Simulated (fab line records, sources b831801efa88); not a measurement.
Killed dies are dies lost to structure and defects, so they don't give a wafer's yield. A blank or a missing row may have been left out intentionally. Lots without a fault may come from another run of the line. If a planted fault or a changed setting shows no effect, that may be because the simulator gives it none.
fab line records	flow sky130
[record] lots = 5	wafers = 15	lastDay = 48
route steps=708 shown POLY_CUT@317 SD_P@320 RES_XHIGH@333 SD_N@342
lots that met no fault: from a run of the same line without faults
startH: hours from the record's opening day to when the first of the lot's shown wafers began	waitH: hours from the lot's prior step to this one	" as in the row above	L1.1+2: one row covering several wafers at once	- either no value or no given start	* or withheld: withheld	< > ~ a bound
route shown NAME@n: NAME is a module with steps in the file, n the number in the route of the first one	usual: the fault-free wafers' mean and standard deviation	same: alike in all rows	chamber/n: place in a boat	sites: readings site by site	_std_site: their standard deviation	_edge_site: mean of outer sites minus mean of inner sites	radiusMm: for every site, how far away it sits from the centre of the wafer	mask NAME#n: copy n	behind: the last tool/chamber to shape the wafer	hold: why the lot was held/for how many hours/how that ended	device: the n, p or np transistor that did not switch	end of line: tests run on the same wafers once the route is complete	a step given without rows: its recipe and nothing more	killed: the dies lost at the first sort to structure and to defects; this is not the yield of the wafer	map: the dies of a wafer, with x for killed, . for not killed, _ for no die there
set.NAME: setting as actually run; set.NAME@STEP: the setting as run at that earlier step	model.NAME: the simulator's own value behind a step, which no gauge read
lots at selected steps of the route; one table per step, one row per wafer
services: the hour from which a tool's chamber was out of use, counted from the record's first day as startH (under 0 if before that day), plus the number of hours and why
[[steps]]
[step SKY_POLY_CUT_ETCH_10]
[recipe] chemistry = N2/H2	target = BARC	ionEnergyEv = 200	sourceW = 500	biasW = 100	pressureMtorr = 30	n2FlowSccm = 100	h2FlowSccm = 200	stopOn = SiO2	timeS = 45.9	targetDepthA = 600
[step SKY_POLY_CUT_ETCH_11]
[recipe] target = Si3N4	chemistry = CF4/CH2F2/Ar	stopOn = poly-Si	sourceW = 600	biasW = 150	pressureMtorr = 40	cf4FlowSccm = 40	ch2f2FlowSccm = 20	Ar_flow_sccm = 150	timeS = 42.5	targetDepthA = 600
[step SKY_POLY_CUT_STRIP_12]
[recipe] chemistry = O2/N2	powerW = 1400	pressureMtorr = 1500	platenTempC = withheld	o2FlowSccm = 3000	n2FlowSccm = 300	overashFraction = 0.5
[step SKY_SD_P_DEHYDRATE_00]
[recipe] tempC = 200	timeS = 60
[step SKY_SD_P_HMDS_01]
[recipe] primeTimeS = 60	primeTempC = 120
[step SKY_SD_P_COAT_02]
[recipe] resist = NOVOLAK	spinRpm = 3000	resistThkNm = 1140
[step SKY_SD_P_SOFTBAKE_03]
[recipe] tempC = 90	timeS = 60	resist = NOVOLAK
[step SKY_SD_P_EXPOSE_04]
[recipe] maskId = PSDM	na = 0.6	sourceShape = conventional	sigmaOuter = 0.6	polarization = unpolarized	targetCdNm = 380	doseMj = 138
[step SKY_SD_P_PEB_05]
[recipe] tempC = withheld	timeS = *	resist = NOVOLAK
[step SKY_SD_P_DEVELOP_06]
[recipe] resist = NOVOLAK	developer = TMAH	developTimeS = 60	devTempC = 23
[step SKY_SD_P_IMPLANT_09]
[recipe] species = BF2	energyKev = 20	doseCm2 = 3e+15	tiltDeg = 0
[usual] implantIonAmu = 49/0
lot.wafer	tool	chamber	startH	waitH	implantIonAmu	model.implant.rpNm	model.implant.drpNm
L190.1	implanter-04	0	696.85	0.0	49	17.82	9.746
L190.3	"	0	"	"	49	17.82	9.746
L190.5	"	0	"	"	49	17.82	9.746
L191.1	implanter-02	0	709.32	0.0	49	17.22	9.746
L191.4	"	0	"	"	49	17.22	9.746
L191.5	"	0	"	"	49	17.22	9.746
L192.1	implanter-04	0	715.15	0.0	11	67.01	28.3
L192.4	"	0	"	"	11	67.01	28.3
L192.6	"	0	"	"	11	67.01	28.3
L193.3	implanter-04	0	720.50	0.1	11	66.57	28.3
L193.5	"	0	"	"	11	66.57	28.3
L193.6	"	0	"	"	11	66.57	28.3
L194.3	implanter-04	0	728.67	0.1	11	68.82	28.3
L194.5	"	0	"	"	11	68.82	28.3
L194.6	"	0	"	"	11	68.82	28.3
[step SKY_SD_P_STRIP_10]
[recipe] chemistry = O2/N2	powerW = 1400	pressureMtorr = 1500	platenTempC = withheld	o2FlowSccm = 3000	n2FlowSccm = 300	overashFraction = 0.5
[usual] drypumpMotorCurrentA = 5.6/0.32	oesProductAu = 0.618/0.0041	stripTimeToEndpointS = 17.52/0.035
lot.wafer	tool	chamber	startH	waitH	drypumpMotorCurrentA	oesProductAu	rfHoursCounterH	stripTimeToEndpointS
L190.1	plasmaAsher-03	0	697.00	0.1	5.3	0.620	97	17.48
L190.3	"	0	"	"	5.3	0.616	-	17.49
L190.5	"	0	"	"	5.2	0.618	-	17.52
L191.1	plasmaAsher-02	1	709.47	0.1	5.8	0.620	62	17.53
L191.4	"	1	"	"	5.8	0.624	-	17.49
L191.5	"	0	"	"	5.9	0.616	-	17.52
L192.1	plasmaAsher-02	0	715.30	0.1	5.9	0.600	63	18.20
L192.4	"	0	"	"	5.9	0.606	-	18.20
L192.6	"	0	"	"	5.9	0.605	-	18.22
L193.3	plasmaAsher-04	1	720.63	0.1	5.9	0.592	-	18.12
L193.5	"	0	"	"	5.2	0.612	-	18.14
L193.6	"	1	"	"	5.9	0.601	-	18.14
L194.3	plasmaAsher-02	0	728.80	0.1	5.9	0.603	-	18.16
L194.5	"	1	"	"	5.7	0.605	-	18.11
L194.6	"	0	"	"	5.9	0.602	-	18.16
[step SKY_SD_P_TW_MEAS_11]
[usual] SD_P_TW = 2869/43
lot.wafer	tool	chamber	startH	waitH	hold	SD_P_TW
L190.1	filmMetro-01	-	697.10	0.1	-	2926
L190.3	"	-	"	"	-	2917
L190.5	"	-	"	"	-	2943
L191.1	filmMetro-01	-	709.57	0.1	-	2927
L191.4	"	-	"	"	-	2923
L191.5	"	-	"	"	-	2913
L192.1	filmMetro-02	-	715.40	0.1	awaitDispo/0.2h/release	2122
L192.4	"	-	"	"	awaitDispo/0.2h/release	2120
L192.6	"	-	"	"	awaitDispo/0.2h/release	2127
L192.1	filmMetro-02	-	715.66	0.2	-	2126
L192.4	"	-	"	"	-	2122
L192.6	"	-	"	"	-	2125
L193.3	filmMetro-04	-	720.72	0.1	awaitDispo/0.2h/release	2082
L193.5	"	-	"	"	awaitDispo/0.2h/release	2085
L193.6	"	-	"	"	awaitDispo/0.2h/release	2067
L193.3	filmMetro-04	-	720.95	0.2	-	2090
L193.5	"	-	"	"	-	2084
L193.6	"	-	"	"	-	2076
L194.3	filmMetro-04	-	728.89	0.1	awaitDispo/0.2h/release	2077
L194.5	"	-	"	"	awaitDispo/0.2h/release	2080
L194.6	"	-	"	"	awaitDispo/0.2h/release	2074
L194.3	filmMetro-04	-	729.24	0.3	-	2083
L194.5	"	-	"	"	-	2085
L194.6	"	-	"	"	-	2084
[step SKY_RES_XHIGH_HMDS_01]
[recipe] primeTimeS = 60	primeTempC = 120
[step SKY_RES_XHIGH_COAT_02]
[recipe] resist = NOVOLAK	spinRpm = 3000	resistThkNm = 1140
[step SKY_RES_XHIGH_SOFTBAKE_03]
[recipe] tempC = 90	timeS = 60	resist = NOVOLAK
[step SKY_RES_XHIGH_EXPOSE_04]
[recipe] maskId = URPM	na = 0.6	sourceShape = conventional	sigmaOuter = 0.6	polarization = unpolarized	targetCdNm = 1270	doseMj = 140
[step SKY_RES_XHIGH_PEB_05]
[recipe] tempC = withheld	timeS = *	resist = NOVOLAK
[step SKY_RES_XHIGH_DEVELOP_06]
[recipe] resist = NOVOLAK	developer = TMAH	developTimeS = 60	devTempC = 23
[step SKY_RES_XHIGH_IMPLANT_07]
[recipe] species = BF2	energyKev = 20	doseCm2 = 3.6e+14	tiltDeg = 0
[step SKY_RES_XHIGH_STRIP_08]
[recipe] chemistry = O2/N2	powerW = 1400	pressureMtorr = 1500	platenTempC = withheld	o2FlowSccm = 3000	n2FlowSccm = 300	overashFraction = 0.5
[step SKY_SD_N_DEHYDRATE_00]
[recipe] tempC = 200	timeS = 60
[step SKY_SD_N_HMDS_01]
[recipe] primeTimeS = 60	primeTempC = 120
[step SKY_SD_N_COAT_02]
[recipe] resist = NOVOLAK	spinRpm = 3000	resistThkNm = 1140
[step SKY_SD_N_SOFTBAKE_03]
[recipe] tempC = 90	timeS = 60	resist = NOVOLAK
[step SKY_SD_N_EXPOSE_04]
[recipe] maskId = NSDM	na = 0.6	sourceShape = conventional	sigmaOuter = 0.6	polarization = unpolarized	targetCdNm = 380	doseMj = 141
[step SKY_SD_N_PEB_05]
[recipe] tempC = withheld	timeS = *	resist = NOVOLAK
[step SKY_SD_N_DEVELOP_06]
[recipe] resist = NOVOLAK	developer = TMAH	developTimeS = 60	devTempC = 23
[step SKY_SD_N_IMPLANT_09]
[recipe] species = As	energyKev = 50	doseCm2 = 4e+15	tiltDeg = 0
[step SKY_SD_N_IMPLANT_10]
[recipe] species = P	energyKev = 20	doseCm2 = 1e+14	tiltDeg = 0
[step SKY_SD_N_STRIP_11]
[recipe] chemistry = O2/N2	powerW = 1400	pressureMtorr = 1500	platenTempC = withheld	o2FlowSccm = 3000	n2FlowSccm = 300	overashFraction = 0.5
[step SKY_SD_N_CLEAN_13]
[recipe] chemistry = SC1/SC2	mix = 1:4:20	tempC = 70	timeS = 150	dry = n2Spin
[step SKY_SD_N_RTA_14]
[recipe] tempC = 1075	timeS = 2	idleTempC = 650	rampUpCPerS = 150	rampDownCPerS = 90	ambient = N2
[step SKY_SD_N_RS_MEAS_17]
[recipe] thkMeasGauge = four-point-probe
[usual] SD_P_RS = 147.1/0.37
lot.wafer	tool	chamber	startH	waitH	hold	SD_P_RS[ohm/sq]
L190.1	filmMetro-02	-	753.64	0.1	-	148.1
L190.3	"	-	"	"	-	146.9
L190.5	"	-	"	"	-	147.0
L191.1	filmMetro-02	-	764.22	0.1	-	147.3
L191.4	"	-	"	"	-	146.9
L191.5	"	-	"	"	-	147.2
L192.1	filmMetro-04	-	771.50	0.1	awaitDispo/0.2h/release	52.1
L192.4	"	-	"	"	awaitDispo/0.2h/release	51.9
L192.6	"	-	"	"	awaitDispo/0.2h/release	52.0
L192.1	filmMetro-04	-	771.79	0.3	-	52.1
L192.4	"	-	"	"	-	51.9
L192.6	"	-	"	"	-	52.0
L193.3	filmMetro-02	-	775.39	0.1	awaitDispo/0.2h/release	52.1
L193.5	"	-	"	"	awaitDispo/0.2h/release	52.1
L193.6	"	-	"	"	awaitDispo/0.2h/release	52.2
L193.3	filmMetro-02	-	775.68	0.3	-	52.3
L193.5	"	-	"	"	-	52.2
L193.6	"	-	"	"	-	52.2
L194.3	filmMetro-04	-	782.85	0.1	awaitDispo/0.2h/release	52.0
L194.5	"	-	"	"	awaitDispo/0.2h/release	52.0
L194.6	"	-	"	"	awaitDispo/0.2h/release	52.0
L194.3	filmMetro-04	-	783.13	0.3	-	52.0
L194.5	"	-	"	"	-	52.1
L194.6	"	-	"	"	-	52.0
[[services]]
tool	chamber	startH	hours	kind
plasmaAsher-04	-	698.24	14.6	pm
implanter-04	-	705.93	1.8	repair
plasmaAsher-04	-	724.69	11.8	repair
[[key]]
[firstSign] step = SKY_SD_P_IMPLANT_09	reading = implantIonAmu	direction = down	sigmas = 99+	usual = 49	struck = 11
[effect] step = SKY_SD_P_STRIP_10	reading = stripTimeToEndpointS	direction = up	sigmas = 18	usual = *	struck = *
[effect] step = SKY_SD_P_TW_MEAS_11	reading = visit	direction = added
[effect] step = SKY_SD_P_TW_MEAS_11	reading = SD_P_TW	direction = down	sigmas = 18	usual = 2869	struck = 2093
[effect] step = SKY_SD_N_RS_MEAS_17	reading = SD_P_RS	direction = down	sigmas = 99+	usual = 147.1	struck = 52.0
[modelEffect] step = SKY_SD_P_IMPLANT_09	value = implant.rpNm	without = 17.78	struck = 67.47
metAt SKY_SD_P_IMPLANT_09
struckWafers L192.1,L192.4,L192.6,L193.3,L193.5,L193.6,L194.3,L194.5,L194.6
scrappedBehind SKY_SD_N_RS_MEAS_17 L192.1,L192.4,L192.6,L193.3,L193.5,L193.6,L194.3,L194.5,L194.6
onsetBetween 696.85 715.15
[fault] kind = wrongRecipeDownload	tool = implanter-02,implanter-03,implanter-04	chamber = -	onsetH = 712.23	steps = SKY_SD_P_IMPLANT_09	wrongRecipe.notListed = 1
